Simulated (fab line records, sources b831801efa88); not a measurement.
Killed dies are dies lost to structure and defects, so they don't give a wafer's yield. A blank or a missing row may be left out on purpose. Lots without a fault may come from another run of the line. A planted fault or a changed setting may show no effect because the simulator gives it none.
Problem report in the 8D (eight disciplines) form, filled by code | flow sky130 | the parts of the form that need people (team, actions taken, sign-off) are left out

1. THE PROBLEM
beam_energy_keV at SKY_NWELL_IMPLANT_24 reads a mean of 153.82 on 6 wafers of 2 lots; wafers without a fault read 139.99 with a standard deviation of 0.042. That is +99 or more standard deviations from the usual mean.
First seen on wafer L752.1, day 8 04:20, on implanter-02. The record holds 42 wafers of 14 lots with a number at this step. Rule for "out", or "out of limits": more than 4 standard deviations from the usual mean. The other wafers with a number count as sound.

2. WHAT IT IS AND WHAT IT IS NOT
question                    | is                     | is not
which readings at this step | beam_energy_keV        | beam_on_s
which lots                  | L752, L753             | L742, L743, L744, L745, L746, L747, L748, L749, L757, L762, L763, L765
which wafers of those lots  | all that have a number | -
read on which tools         | implanter-02           | implanter-01, implanter-04
when                        | from day 8 04:20       | up to then (24 sound wafers); but 12 sound wafers of L757, L762, L763, L765 came after

3. SUSPECTS, AND WHAT RULES EACH OUT
Counting: a tool at a process step up to the reading stays a suspect if it ran every lot that is out and no sound lot after the first of them.
- implanter-02 at SKY_NWELL_IMPLANT_24: kept. It ran every lot that is out, first L752 (day 8 04:20), and no sound lot after that; its last sound lot up to then is L747 (day 6 10:11). Its own readings are out on those wafers: beam_energy_keV.
Left after counting: implanter-02 at SKY_NWELL_IMPLANT_24.

4. THE CAUSE (what the simulator had put in)
Process parameter drift: implanter-02, from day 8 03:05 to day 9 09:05, at SKY_NWELL_IMPLANT_24. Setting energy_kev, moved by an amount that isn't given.
Counting left only this tool.

5. THE CHAIN OF EFFECTS, in route order
Each row: a reading whose mean over the struck wafers that have a number lies more than 3 standard deviations from the usual. Only readings for which the record gives a usual standard deviation are gone through. hours: the time from each lot's start at the first step in this table that gives one to its start at this step, as a median over the lots. sigmas: the change in usual standard deviations.
hours | step                 | reading         | usual  | on struck wafers | change | sigmas
0     | SKY_NWELL_IMPLANT_24 | beam_energy_keV | 139.99 | 153.82           | +13.83 | +99 or more
The process steps in it:
- SKY_NWELL_IMPLANT_24
Later measuring or inspecting steps at which every struck wafer that the step has a row for has a number for every such reading, and none has moved that far: SKY_VT_ADJUST_HVTP_CD_MEAS_07, SKY_VT_ADJUST_LVTN_OVL_MEAS_18, SKY_VT_ADJUST_HVTR_OVL_MEAS_08.

6. WHAT WOULD HAVE CAUGHT IT SOONER
In this record the first reading out of limits was taken at day 8 04:20, 1 hour after the fault began at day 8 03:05.
